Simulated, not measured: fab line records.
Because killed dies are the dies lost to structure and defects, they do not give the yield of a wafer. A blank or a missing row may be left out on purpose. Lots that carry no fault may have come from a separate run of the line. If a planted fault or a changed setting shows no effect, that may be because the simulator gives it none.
Matching of chambers / flow sky130 / cmp-01 running SKY_VIA2_CMP_02: 4 sister chambers
The step polishes SiO2. 4 wafers are shown with their chamber, then 9 later ones without.

WAFERS PAIRED WITH THEIR CHAMBERS
wafer=L402.3; chamber=3; motorCurrentA (A)=10.6
wafer=L404.1; chamber=0; motorCurrentA (A)=11.6
wafer=L404.2; chamber=2; motorCurrentA (A)=11.2
wafer=L404.4; chamber=1; motorCurrentA (A)=11.1

WAFERS WITH NO CHAMBER GIVEN
wafer=L405.1; motorCurrentA (A)=11.5
wafer=L405.3; motorCurrentA (A)=12.9
wafer=L405.5; motorCurrentA (A)=11.7
wafer=L414.2; motorCurrentA (A)=10.7
wafer=L414.3; motorCurrentA (A)=9.9
wafer=L414.4; motorCurrentA (A)=11.0
wafer=L415.2; motorCurrentA (A)=10.9
wafer=L415.3; motorCurrentA (A)=13.1
wafer=L415.5; motorCurrentA (A)=12.3

WHICH CHAMBER EACH ONE RAN IN
wafer=L405.1; from the rows above=can't be placed: 0 or 2 or 1 or 3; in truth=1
wafer=L405.3; from the rows above=can't be placed: 0 or 2 or 1 or 3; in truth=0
wafer=L405.5; from the rows above=can't be placed: 0 or 2 or 1 or 3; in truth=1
wafer=L414.2; from the rows above=can't be placed: 3 or 1 or 2 or 0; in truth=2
wafer=L414.3; from the rows above=can't be placed: 3 or 1 or 2 or 0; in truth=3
wafer=L414.4; from the rows above=can't be placed: 1 or 2 or 3 or 0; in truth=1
wafer=L415.2; from the rows above=can't be placed: 1 or 2 or 3 or 0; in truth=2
wafer=L415.3; from the rows above=can't be placed: 0 or 2 or 1 or 3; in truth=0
wafer=L415.5; from the rows above=can't be placed: 0 or 2 or 1 or 3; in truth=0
Correct placement for 0 of the 9. Unplaceable from these rows: 9, with the true chamber sitting among the candidates in 9. Wrongly placed: 0.
How it was worked out, from the rows above alone: a wafer's distance from a chamber is the root of the sum, over the readings, of the square of ((its reading less the chamber's mean) divided by the reading's scatter). The wafer belongs to the nearest chamber; if the next one is less than 2 further off, it can't be placed. A chamber's mean is the mean of its shown wafers. The scatter (one wafer shown for each chamber): square how far every hidden wafer sits from the nearest shown wafer, average those squares and take the square root.
